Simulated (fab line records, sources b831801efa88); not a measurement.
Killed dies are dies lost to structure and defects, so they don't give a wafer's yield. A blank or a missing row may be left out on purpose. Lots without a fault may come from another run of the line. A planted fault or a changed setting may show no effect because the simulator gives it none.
Which tool did it? | flow sky130 | 6 lots, 18 wafers sampled, at 2 steps of a route of 708

WHAT THE GAUGES READ, wafer by wafer
SKY_NWELL_RS_MEAS_29: measures by four-point-probe.
lot  | measured     | on            | NWELL_RS (ohm/sq)
L931 | day 6 08:32  | film_metro-01 | 626.2 623.4 626.4
L936 | day 7 11:40  | film_metro-03 | 626.5 625.1 623.5
L939 | day 8 17:41  | film_metro-03 | 643.0 644.0 641.1
L944 | day 9 07:33  | film_metro-04 | 624.9 625.6 626.7
L947 | day 10 01:32 | film_metro-01 | 626.1 624.2 628.4
L949 | day 10 11:51 | film_metro-01 | 626.0 625.2 626.1

WHICH TOOL RAN EACH LOT (tool, then ch and the chambers of the sampled wafers, then the start)
lot  | SKY_NWELL_IMPLANT_13
L931 | implanter-01 ch 0, day 5 14:24
L936 | implanter-02 ch 0, day 6 15:34
L939 | implanter-01 ch 0, day 7 21:10
L944 | implanter-04 ch 0, day 8 09:22
L947 | implanter-04 ch 0, day 9 03:55
L949 | implanter-04 ch 0, day 9 13:00
- SKY_NWELL_IMPLANT_13

THE ANSWER, worked out from the rows above alone
Rule: what is usual is taken from the lots themselves. Put in order of their means at a reading, lots are off if they are a third of the lots or fewer, leave a main group of 4 or more, and stand apart from it by a gap of 3 or more times the standard deviation of the main group's means; of several such gaps the widest counts. A main group whose means are all the same, to the digits that the tables above print for the reading, isn't used. A lot without any number at a reading at which 4 lots or more have one is off too. The other lots that the step has rows for count as sound.
Off: L939, at SKY_NWELL_RS_MEAS_29 (NWELL_RS). The main group: mean 625.6 ohm/sq, standard deviation 0.41.
A tool fits if, at a process step before that reading, it ran every lot that is off, and no sound lot after the first of them. The gauges at SKY_NWELL_RS_MEAS_29 are tried like those tools. Can't be told from this: 2 tools fit, implanter-01 at SKY_NWELL_IMPLANT_13, film_metro-03 at SKY_NWELL_RS_MEAS_29.

WHAT THE SIMULATOR HAD PUT IN
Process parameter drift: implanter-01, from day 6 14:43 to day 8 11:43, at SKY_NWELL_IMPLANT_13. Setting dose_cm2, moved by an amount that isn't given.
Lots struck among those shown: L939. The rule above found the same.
